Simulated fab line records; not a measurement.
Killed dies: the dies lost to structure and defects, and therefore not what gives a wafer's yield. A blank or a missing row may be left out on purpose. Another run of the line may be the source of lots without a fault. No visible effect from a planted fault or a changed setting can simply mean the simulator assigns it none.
Split-lot experiment / flow sky130 / 23 wafers read from 5 lots, route of 708 steps

ABOUT THE SPLIT
At SKY_METAL4_EXPOSE_10 (exposes mask MM4, target cd 300 nm), the setting dose_mj was moved away from the recipe's 28 on 5 of the 23 wafers read, by -7.4% to +3.6%. The other wafers ran this setting at the recipe's value.

FROM THE SPLIT TO THE READING: what the file shows between them, 2 steps
- SKY_METAL4_PEB_11
- SKY_METAL4_DEVELOP_12: develop time 60 s

THE READING
cd_nm, in nm, at SKY_METAL4_CD_MEAS_13 (target cd 300 nm). A value of 300.3 nm with a standard deviation of 1.3 nm is what fault-free wafers of this fab line usually give.

wafer=L079.1; tool, chamber at the split=krf_scanner-02, 0; dose_mj as run=28; against the recipe=recipe; cd_nm, nm=300.5; against lot-mates on the recipe=-
wafer=L079.2; tool, chamber at the split=krf_scanner-02, 0; dose_mj as run=28; against the recipe=recipe; cd_nm, nm=301.1; against lot-mates on the recipe=-
wafer=L079.3; tool, chamber at the split=krf_scanner-02, 0; dose_mj as run=28; against the recipe=recipe; cd_nm, nm=302.6; against lot-mates on the recipe=-
wafer=L079.4; tool, chamber at the split=krf_scanner-02, 0; dose_mj as run=28; against the recipe=recipe; cd_nm, nm=301.7; against lot-mates on the recipe=-
wafer=L079.6; tool, chamber at the split=krf_scanner-02, 0; dose_mj as run=28; against the recipe=recipe; cd_nm, nm=301.9; against lot-mates on the recipe=-
wafer=L077.1; tool, chamber at the split=krf_scanner-02, 0; dose_mj as run=29; against the recipe=+3.6%; cd_nm, nm=296.6; against lot-mates on the recipe=-4.5
wafer=L077.2; tool, chamber at the split=krf_scanner-02, 0; dose_mj as run=29; against the recipe=+3.6%; cd_nm, nm=295.2; against lot-mates on the recipe=-5.9
wafer=L077.3; tool, chamber at the split=krf_scanner-02, 0; dose_mj as run=28; against the recipe=recipe; cd_nm, nm=301.6; against lot-mates on the recipe=-
wafer=L077.5; tool, chamber at the split=krf_scanner-02, 0; dose_mj as run=28; against the recipe=recipe; cd_nm, nm=300.1; against lot-mates on the recipe=-
wafer=L077.6; tool, chamber at the split=krf_scanner-02, 0; dose_mj as run=28; against the recipe=recipe; cd_nm, nm=301.7; against lot-mates on the recipe=-
wafer=L080.1; tool, chamber at the split=krf_scanner-02, 0; dose_mj as run=28; against the recipe=recipe; cd_nm, nm=301.5; against lot-mates on the recipe=-
wafer=L080.2; tool, chamber at the split=krf_scanner-02, 0; dose_mj as run=28; against the recipe=recipe; cd_nm, nm=299.8; against lot-mates on the recipe=-
wafer=L080.4; tool, chamber at the split=krf_scanner-02, 0; dose_mj as run=28; against the recipe=recipe; cd_nm, nm=301.2; against lot-mates on the recipe=-
wafer=L080.5; tool, chamber at the split=krf_scanner-02, 0; dose_mj as run=28; against the recipe=recipe; cd_nm, nm=302.4; against lot-mates on the recipe=-
wafer=L080.6; tool, chamber at the split=krf_scanner-02, 0; dose_mj as run=28; against the recipe=recipe; cd_nm, nm=300.6; against lot-mates on the recipe=-
wafer=L084.1; tool, chamber at the split=krf_scanner-01, 0; dose_mj as run=28; against the recipe=recipe; cd_nm, nm=298.6; against lot-mates on the recipe=-
wafer=L084.3; tool, chamber at the split=krf_scanner-01, 0; dose_mj as run=25.92; against the recipe=-7.4%; cd_nm, nm=313.3; against lot-mates on the recipe=+15.2
wafer=L084.4; tool, chamber at the split=krf_scanner-01, 0; dose_mj as run=28; against the recipe=recipe; cd_nm, nm=297.7; against lot-mates on the recipe=-
wafer=L084.5; tool, chamber at the split=krf_scanner-01, 0; dose_mj as run=25.92; against the recipe=-7.4%; cd_nm, nm=312.0; against lot-mates on the recipe=+13.9
wafer=L084.6; tool, chamber at the split=krf_scanner-01, 0; dose_mj as run=25.92; against the recipe=-7.4%; cd_nm, nm=312.1; against lot-mates on the recipe=+14.0
wafer=L085.3; tool, chamber at the split=krf_scanner-02, 0; dose_mj as run=28; against the recipe=recipe; cd_nm, nm=302.3; against lot-mates on the recipe=-
wafer=L085.4; tool, chamber at the split=krf_scanner-02, 0; dose_mj as run=28; against the recipe=recipe; cd_nm, nm=300.6; against lot-mates on the recipe=-
wafer=L085.5; tool, chamber at the split=krf_scanner-02, 0; dose_mj as run=28; against the recipe=recipe; cd_nm, nm=299.8; against lot-mates on the recipe=-

FIT RESULTS
A straight line over all 23 wafers: cd_nm changes by -1.53 nm for each +1% of dose_mj; r = -0.96; the points scatter about the line by 1.2 nm.
The same after taking each lot's own level away (the mean of its wafers on the recipe; 23 wafers): -1.85 nm for each +1%; r = -0.99; scatter 0.91 nm.
That fit puts the effect of the largest move of dose_mj on the reading at 14 nm.
From 298.15 to 301.56 nm: that is the span of the lots' own levels, equal to 2.6 times the standard deviation above.
Thus the slope moves with the lot-to-lot level: the two fits are different.
Check: with one of the wafers moved furthest among these (-7.4%) left out of the fit, the line predicts +13.4 nm for it against its lot-mates. It came out at +15.2 nm against them.

THE OTHER SPLITS THESE WAFERS WENT THROUGH
Other splits were also applied to these wafers ahead of the reading. Each is held against what the fit with the lots' levels taken away leaves over:
other split on the same wafers=SKY_CAPM_METAL_ETCH_13 time_s; wafers away from the commonest value=6; r with cd_nm (lot level and that fit taken away)=-0.18
other split on the same wafers=SKY_VIA3_CMP_02 leave_above_ref_nm; wafers away from the commonest value=8; r with cd_nm (lot level and that fit taken away)=+0.16
other split on the same wafers=SKY_VIA3_ETCH_15 bias_w; wafers away from the commonest value=3; r with cd_nm (lot level and that fit taken away)=+0.07
other split on the same wafers=SKY_METAL4_SPUTTER_02 time_s; wafers away from the commonest value=7; r with cd_nm (lot level and that fit taken away)=+0.13
other split on the same wafers=SKY_CAP2M_SPUTTER_02 power_w; wafers away from the commonest value=7; r with cd_nm (lot level and that fit taken away)=-0.20
other split on the same wafers=SKY_CAP2M_METAL_ETCH_13 pressure_mtorr; wafers away from the commonest value=18; r with cd_nm (lot level and that fit taken away)=-0.08

THE WHOLE CHAIN: every reading that the file lists as answering this split, in the file's order
step=SKY_METAL4_CD_MEAS_13; what it does=target cd 300 nm; reading=cd_nm; change (the file's fit)=-1.84 nm for each +1% of the setting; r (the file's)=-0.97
step=SKY_METAL4_DESCUM_15; what it does=chemistry O2, time 8 s; reading=METAL4.cd_nm (the simulator's own value, which no gauge read); change (the file's fit)=-1.75 nm for each +1% of the setting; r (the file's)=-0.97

THE FILE'S OWN FIT
cd_nm changes by -1.84 nm for each +1% of dose_mj, r = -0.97.
